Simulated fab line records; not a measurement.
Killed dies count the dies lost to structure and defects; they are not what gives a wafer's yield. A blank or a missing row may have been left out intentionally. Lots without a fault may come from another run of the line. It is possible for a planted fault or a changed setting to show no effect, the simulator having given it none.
Matching of chambers :: flow sky130 :: 3 sister chambers for SKY_PASSIVATION_CVD_02 on pecvd-02
The step deposits Si3N4, target thk 540 nm. 6 wafers are shown with their chamber, then 12 later ones without.

== WAFERS WITH THEIR CHAMBER ==
wafer: L081.5
chamber: 2
heater_power_w (W): 671

wafer: L082.1
chamber: 2
heater_power_w (W): 753

wafer: L087.6
chamber: 1
heater_power_w (W): 687

wafer: L091.3
chamber: 1
heater_power_w (W): 607

wafer: L091.4
chamber: 0
heater_power_w (W): 694

wafer: L091.5
chamber: 0
heater_power_w (W): 758

== WAFERS MISSING THEIR CHAMBER ==
wafer: L093.1
heater_power_w (W): 755

wafer: L093.2
heater_power_w (W): 660

wafer: L093.3
heater_power_w (W): 729

wafer: L093.4
heater_power_w (W): 769

wafer: L093.5
heater_power_w (W): 779

wafer: L093.6
heater_power_w (W): 705

wafer: L097.1
heater_power_w (W): 772

wafer: L097.2
heater_power_w (W): 861

wafer: L097.3
heater_power_w (W): 551

wafer: L097.4
heater_power_w (W): 882

wafer: L097.5
heater_power_w (W): 592

wafer: L097.6
heater_power_w (W): 631

== WHICH CHAMBER EACH WENT THROUGH ==
wafer: L093.1
from the rows above: can't be placed: 0 or 2 or 1
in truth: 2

wafer: L093.2
from the rows above: can't be placed: 1 or 2 or 0
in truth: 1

wafer: L093.3
from the rows above: can't be placed: 0 or 2 or 1
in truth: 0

wafer: L093.4
from the rows above: can't be placed: 0 or 2 or 1
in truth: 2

wafer: L093.5
from the rows above: can't be placed: 0 or 2 or 1
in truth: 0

wafer: L093.6
from the rows above: can't be placed: 2 or 0 or 1
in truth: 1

wafer: L097.1
from the rows above: can't be placed: 0 or 2 or 1
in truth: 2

wafer: L097.2
from the rows above: can't be placed: 0 or 2 or 1
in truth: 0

wafer: L097.3
from the rows above: can't be placed: 1 or 2 or 0
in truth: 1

wafer: L097.4
from the rows above: can't be placed: 0 or 2 or 1
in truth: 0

wafer: L097.5
from the rows above: can't be placed: 1 or 2 or 0
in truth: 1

wafer: L097.6
from the rows above: can't be placed: 1 or 2 or 0
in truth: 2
Correct placement for 0 of the 12. Can't be placed from these rows: 12 (the true chamber is among the candidates in 12). Placed wrongly: 0.
How it was worked out, from the rows above alone: a wafer's distance from a chamber is the root of the sum, over the readings, of the square of ((its reading less the chamber's mean) divided by the reading's scatter). The wafer belongs to the nearest chamber; if the next one is less than 2 further off, it can't be placed. A chamber's mean is the mean of its shown wafers. How the scatter is found: for the shown wafers, subtract from each reading the mean of its chamber, square and add these, divide the total by (wafers less chambers), then take the root.
